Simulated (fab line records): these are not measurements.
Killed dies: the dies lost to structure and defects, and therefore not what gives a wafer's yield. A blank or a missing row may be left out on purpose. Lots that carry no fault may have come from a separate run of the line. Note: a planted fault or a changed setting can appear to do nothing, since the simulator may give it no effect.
What tool caused it? + flow gf180mcu + 33 wafers from 11 lots sampled at 5 of the route's 602 steps

## WHAT THE GAUGES SHOWED, per wafer
GF_M4_RS_MEAS_05: uses a four-point probe to measure.
| lot  | measured     | on            | M4_ALCU_RS (ohm/sq)  |
|------|--------------|---------------|----------------------|
| L269 | day 22 01:51 | film_metro-04 | 0.0698 0.0691 0.0699 |
| L271 | day 23 17:08 | film_metro-02 | 0.0681 0.0681 0.0684 |
| L273 | day 24 03:03 | film_metro-02 | 0.0698 0.0697 0.0701 |
| L274 | day 24 08:35 | film_metro-01 | 0.0697 0.0688 0.0684 |
| L275 | day 24 15:53 | film_metro-02 | 0.0688 0.0703 0.0684 |
| L279 | day 26 00:41 | film_metro-01 | 0.0697 0.0688 0.0687 |
| L280 | day 26 09:49 | film_metro-01 | 0.0695 0.0700 0.0682 |
| L281 | day 26 11:35 | film_metro-04 | 0.0697 0.0699 0.0700 |
| L287 | day 28 20:49 | film_metro-01 | 0.0692 0.0696 0.0704 |
| L288 | day 29 00:25 | film_metro-04 | 0.0686 0.0680 0.0687 |
| L290 | day 29 10:05 | film_metro-04 | 0.0694 0.0691 0.0687 |

GF_M4_CD_MEAS_14: target cd 280 nm.
| lot  | measured     | on        | cd_nm (nm)        |
|------|--------------|-----------|-------------------|
| L269 | day 23 00:38 | cd_sem-02 | 279.5 281.2 281.7 |
| L271 | day 24 15:01 | cd_sem-02 | 279.5 279.5 278.1 |
| L273 | day 25 00:40 | cd_sem-01 | 280.2 279.5 281.0 |
| L274 | day 25 06:11 | cd_sem-02 | 281.3 281.5 279.2 |
| L275 | day 25 13:11 | cd_sem-02 | 281.1 280.6 280.0 |
| L279 | day 26 21:04 | cd_sem-02 | 278.2 276.3 277.4 |
| L280 | day 27 06:10 | cd_sem-02 | 279.8 280.3 278.9 |
| L281 | day 27 07:43 | cd_sem-02 | 280.9 281.3 281.8 |
| L287 | day 29 15:28 | cd_sem-02 | 281.3 281.3 281.5 |
| L288 | day 29 19:08 | cd_sem-01 | 278.6 278.2 278.9 |
| L290 | day 30 05:05 | cd_sem-01 | 280.6 280.9 280.9 |

GF_V4_RS_MEAS_24: uses a four-point probe to measure.
| lot  | measured     | on            | V4_W_RS (ohm/sq)  |
|------|--------------|---------------|-------------------|
| L269 | day 24 02:04 | film_metro-01 | 0.331 0.334 0.329 |
| L271 | day 25 15:40 | film_metro-02 | 0.330 0.324 0.321 |
| L273 | day 26 01:29 | film_metro-03 | 0.322 0.324 0.321 |
| L274 | day 26 05:38 | film_metro-01 | 0.318 0.327 0.326 |
| L275 | day 26 12:35 | film_metro-03 | 0.320 0.326 0.318 |
| L279 | day 27 19:34 | film_metro-01 | 0.220 0.223 0.327 |
| L280 | day 28 04:52 | film_metro-02 | 0.324 0.222 0.325 |
| L281 | day 28 06:07 | film_metro-03 | 0.219 0.223 0.222 |
| L287 | day 30 12:58 | film_metro-02 | 0.332 0.327 0.330 |
| L288 | day 30 16:21 | film_metro-02 | 0.327 0.326 0.324 |
| L290 | day 31 01:56 | film_metro-03 | 0.327 0.332 0.327 |

GF_V4_THK_MEAS_25: measures by xrf.
| lot  | measured     | on            | V4_W_THK (nm) |
|------|--------------|---------------|---------------|
| L269 | day 24 02:10 | film_metro-01 | 330 327 334   |
| L271 | day 25 15:47 | film_metro-02 | 333 338 341   |
| L273 | day 26 01:37 | film_metro-03 | 344 341 342   |
| L274 | day 26 05:45 | film_metro-01 | 340 336 334   |
| L275 | day 26 12:42 | film_metro-03 | 346 339 348   |
| L279 | day 27 19:39 | film_metro-01 | 484 481 335   |
| L280 | day 28 04:59 | film_metro-02 | 342 496 342   |
| L281 | day 28 06:14 | film_metro-03 | 490 486 487   |
| L287 | day 30 13:05 | film_metro-02 | 336 340 337   |
| L288 | day 30 16:27 | film_metro-02 | 341 341 341   |
| L290 | day 31 02:04 | film_metro-03 | 337 332 339   |

## EACH LOT AND THE TOOL THAT RAN IT (in order: tool; ch and the chambers of the sampled wafers; start)
| lot  | GF_V4_CVD_23                  |
|------|-------------------------------|
| L269 | cvd_w-01 ch 1, day 24 01:54   |
| L271 | cvd_w-02 ch 0,1, day 25 15:32 |
| L273 | cvd_w-01 ch 0, day 26 01:23   |
| L274 | cvd_w-02 ch 1, day 26 05:31   |
| L275 | cvd_w-01 ch 0,1, day 26 12:28 |
| L279 | cvd_w-01 ch 0,1, day 27 19:25 |
| L280 | cvd_w-01 ch 0,1, day 28 04:46 |
| L281 | cvd_w-01 ch 1, day 28 05:53   |
| L287 | cvd_w-01 ch 1, day 30 12:46   |
| L288 | cvd_w-02 ch 0,1, day 30 16:14 |
| L290 | cvd_w-01 ch 1, day 31 01:43   |
- GF_V4_CVD_23: deposits W, target thk 350 nm, time 104.9 s.

## WHAT THE TOOLS THEMSELVES READ (means of the sampled wafers that have a number; where no wafer has one, the mark that the record gives instead)
GF_V4_CVD_23.
| lot  | tool     | heater_power_w (W) |
|------|----------|--------------------|
| L269 | cvd_w-01 | 854                |
| L271 | cvd_w-02 | 801                |
| L273 | cvd_w-01 | 846                |
| L274 | cvd_w-02 | 968                |
| L275 | cvd_w-01 | 853                |
| L279 | cvd_w-01 | 857                |
| L280 | cvd_w-01 | 863                |
| L281 | cvd_w-01 | 876                |
| L287 | cvd_w-01 | 874                |
| L288 | cvd_w-02 | 796                |
| L290 | cvd_w-01 | 879                |

## THE ANSWER, worked out from the rows above alone
Rule: usual is defined by the lots themselves. Put in order of their means at a reading, lots are off if they are a third of the lots or fewer, leave a main group of 4 or more, and stand apart from it by a gap of 3 or more times the standard deviation of the main group's means; of several such gaps the widest counts. Not used: any main group whose means are identical at the precision the tables above print for the reading. A lot without any number at a reading at which 4 lots or more have one is off too. Where the step has rows for the other lots, those lots are counted as sound. Order of review: gauges by route order, followed by the tools' own readings, for which a lot's mean as printed above is used. At the first step where some lot is off, the reading lying furthest off is the one used; lots without a number count as furthest.
Off: L279, L280, L281, at GF_V4_RS_MEAS_24 (V4_W_RS). The main group has a mean of 0.326 ohm/sq with a standard deviation of 0.0034.
If a tool, at a process step before that reading, ran all the lots that are off and no sound lot after the first of them, it fits. Those tools and the gauges at GF_V4_RS_MEAS_24 are tried in the same way. Of those tried, none fits.

## WHAT HAD BEEN PUT IN BY THE SIMULATOR
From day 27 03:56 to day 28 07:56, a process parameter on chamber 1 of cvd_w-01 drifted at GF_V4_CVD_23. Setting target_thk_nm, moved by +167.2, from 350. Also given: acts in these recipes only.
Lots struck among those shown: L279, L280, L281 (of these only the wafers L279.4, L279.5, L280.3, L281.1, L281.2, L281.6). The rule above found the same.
